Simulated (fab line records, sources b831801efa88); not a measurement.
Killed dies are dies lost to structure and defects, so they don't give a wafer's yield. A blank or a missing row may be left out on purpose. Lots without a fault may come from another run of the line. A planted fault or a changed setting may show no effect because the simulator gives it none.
Chamber matching | flow sky130 | SKY_VIA2_HDPCVD_00 on hdpcvd-01: 3 sister chambers
The step deposits SiO2, target thk 1180 nm, time 196.7 s. 3 wafers are shown with their chamber, then 7 later ones without.

WAFERS WITH THEIR CHAMBER
wafer  | chamber | sih4_flow_sccm (sccm)
L147.1 | 0       | 59.86
L149.2 | 2       | 60.27
L149.3 | 1       | 59.96

WAFERS WITHOUT THEIR CHAMBER
wafer  | sih4_flow_sccm (sccm)
L149.5 | 60.15
L154.2 | 60.19
L154.4 | 59.96
L154.6 | 59.99
L158.4 | 60.05
L158.5 | 59.91
L158.6 | 60.13

WHICH CHAMBER EACH WENT THROUGH
wafer  | from the rows above          | in truth
L149.5 | can't be placed: 2 or 1 or 0 | 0
L154.2 | can't be placed: 2 or 1      | 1
L154.4 | can't be placed: 1 or 0      | 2
L154.6 | can't be placed: 1 or 0      | 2
L158.4 | can't be placed: 1 or 0 or 2 | 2
L158.5 | can't be placed: 0 or 1      | 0
L158.6 | can't be placed: 2 or 1 or 0 | 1
Placed correctly: 0 of 7. Can't be placed from these rows: 7 (the true chamber is among the candidates in 5). Placed wrongly: 0.
How it was worked out, from the rows above alone: a wafer's distance from a chamber is the root of the sum, over the readings, of the square of ((its reading less the chamber's mean) divided by the reading's scatter). The wafer belongs to the nearest chamber; if the next one is less than 2 further off, it can't be placed. A chamber's mean is the mean of its shown wafers. The scatter: with one shown wafer a chamber, the root of the mean of the squares of how far each hidden wafer lies from its nearest shown one.
